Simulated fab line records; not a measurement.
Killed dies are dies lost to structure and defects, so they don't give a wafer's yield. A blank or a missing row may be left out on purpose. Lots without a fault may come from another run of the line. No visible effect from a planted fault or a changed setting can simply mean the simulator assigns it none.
A lot that was struck, set against a sound lot || flow sky130 || 32 steps out of a route of 708
Sound: wafers L190.2, L190.5, L190.6. Wafers L203.3, L203.4, L203.5 were the ones struck. The cause comes at the end.
Per side, at each step with rows, come the tool, then ch with its chambers, and then its first start. Under that, the readings that differ: sound wafers || struck wafers || difference of the means || sigmas: that difference in standard deviations of wafers without a fault.
alike: same words and numbers on both sides, and readings whose means sit less than 2 such deviations apart. not compared: any withheld reading, any reading some wafer has no value for, any bound like >300 that may hide the same value, and any number with overlapping values for which the record gives no deviation.
The two part at a step that has a row with sigmas, a row that says differs or no value, or rows on one side only. When numbers do not overlap yet have no deviation, they are printed without sigmas and do not part them. A reading missing from all wafers of one side parts the sides only when that side holds two or more wafers.

SKY_PWDE_OVL_MEAS_07:
  sound on overlay-01 at day 5 01:30; struck on overlay-02 at day 8 06:25
{"reading": "PWDE_OVL (nm)", "sound": "1.2 2.9 0.5", "struck": "-0.4 -1.2 -1.1", "difference": -2.4, "sigmas": -2}
following that, these wafers have no rows for 1 step: SKY_PWDE_IMPLANT_08.
SKY_PWDE_STRIP_09: strips in O2/N2.
  sound on plasma_asher-04 ch 0,1, day 5 01:41; struck on plasma_asher-01 ch 0,1, day 8 06:37
  alike: drypump_motor_current_A, oes_product_au, strip_time_to_endpoint_s
  not compared: rf_hours_counter_h
SKY_PWDE_TW_MEAS_10:
  sound on film_metro-01 at day 5 01:47; struck on film_metro-03 at day 8 06:42
  alike: PWDE_TW
then, 7 steps without rows for these wafers: SKY_NWELL_DEHYDRATE_03 (time 60 s); SKY_NWELL_HMDS_04 (prime time 60 s); SKY_NWELL_COAT_05 (resist thk 3000 nm); SKY_NWELL_SOFTBAKE_06; SKY_NWELL_EXPOSE_07 (exposes mask NWM, target cd 840 nm); SKY_NWELL_PEB_08; SKY_NWELL_DEVELOP_09 (develop time 60 s).
SKY_NWELL_OVL_MEAS_10:
  sound on overlay-02 at day 5 19:48; struck on overlay-01 at day 9 04:04
  alike: NWELL_00_OVL
SKY_NWELL_IMPLANT_11:
  sound on implanter-03 ch 0, day 5 19:51; struck on implanter-03 ch 0, day 9 04:08
{"reading": "implant_ion_amu", "sound": "31 31 31", "struck": "75 75 75", "difference": "+44", "sigmas": ""}
{"reading": "model.implant.rp_nm (nm)", "sound": "491.7 491.7 491.7", "struck": "216.6 216.6 216.6", "difference": -275.1, "sigmas": ""}
{"reading": "model.implant.drp_nm (nm)", "sound": "116.9 116.9 116.9", "struck": "74.43 74.43 74.43", "difference": -42.47, "sigmas": ""}
  alike: beam_energy_keV
then, 2 steps without rows for these wafers: SKY_NWELL_IMPLANT_12; SKY_NWELL_IMPLANT_13.
SKY_NWELL_STRIP_14: strips in O2/N2.
  sound on plasma_asher-03 ch 0,1, day 5 20:17; struck on plasma_asher-02 ch 0,1, day 9 04:34
  alike: drypump_motor_current_A, oes_product_au, strip_time_to_endpoint_s
  not compared: rf_hours_counter_h
SKY_NWELL_TW_MEAS_15:
  sound on film_metro-03 at day 5 20:23; struck on film_metro-01 at day 9 04:40
{"reading": "NWELL_TW", "sound": "1815 1815 1814", "struck": "2829 2816 2814", "difference": "+1005", "sigmas": "+99 or more"}
then, 7 steps without rows for these wafers: SKY_NWELL_DEHYDRATE_16 (time 60 s); SKY_NWELL_HMDS_17 (prime time 60 s); SKY_NWELL_COAT_18 (resist thk 3000 nm); SKY_NWELL_SOFTBAKE_19; SKY_NWELL_EXPOSE_20 (exposes mask NWM COMPLEMENT, target cd 840 nm); SKY_NWELL_PEB_21; SKY_NWELL_DEVELOP_22 (develop time 60 s).
SKY_NWELL_OVL_MEAS_23:
  sound on overlay-01 at day 6 15:03; struck on overlay-02 at day 10 02:37
  alike: NWELL_01_OVL
following that, these wafers have no rows for 1 step: SKY_NWELL_IMPLANT_24.
SKY_NWELL_STRIP_25: strips in O2/N2.
  sound on plasma_asher-01 ch 0,1, day 6 15:14; struck on plasma_asher-03 ch 0,1, day 10 02:49
  alike: drypump_motor_current_A, oes_product_au, strip_time_to_endpoint_s
  not compared: rf_hours_counter_h
SKY_NWELL_TW_MEAS_26:
  sound on film_metro-01 at day 6 15:20; struck on film_metro-02 at day 10 02:55
  alike: NWELL_2_TW
then, 1 step without rows for these wafers: SKY_NWELL_CLEAN_27 (cleans in SC1/SC2, time 150 s).
SKY_NWELL_RTA_28: time 30 s.
  sound on rtp_anneal-02 ch 0, day 6 15:28; struck on rtp_anneal-01 ch 0, day 10 03:02
  alike: lamp_power_pct, ramp_up_c_per_s, wafer_temp_C_max
SKY_NWELL_RS_MEAS_29: measurement is done with a four-point probe.
  sound on film_metro-02 at day 6 15:34; struck on film_metro-01 at day 10 03:08
{"reading": "NWELL_RS (ohm/sq)", "sound": "625.0 624.2 624.7", "struck": "837.8 840.9 840.7", "difference": "+215.2", "sigmas": "+99 or more"}
-- the record jumps here: 40 days lie between the struck wafers' starts before and after (it left off in module NWELL and takes up again in module PAD_OPEN, whose first step shown is number 708 of the route) --
SKY_PAD_OPEN_PROBE_99:
  sound on prober-01 at day 47 19:41; struck on prober-01 at day 50 12:53
  alike: killed_at_M0_to_M3, killed_at_M4_up, killed_at_contacts, killed_at_front_end, killed_at_other, killed_dies, killed_on_rim, killed_open, killed_short

## WHERE THEY PART
Earliest at SKY_PWDE_OVL_MEAS_07; latest, in this record, at SKY_NWELL_RS_MEAS_29. Later steps at which nothing parts them and some readings are alike: SKY_PAD_OPEN_PROBE_99.

WHY: what the simulator had put in
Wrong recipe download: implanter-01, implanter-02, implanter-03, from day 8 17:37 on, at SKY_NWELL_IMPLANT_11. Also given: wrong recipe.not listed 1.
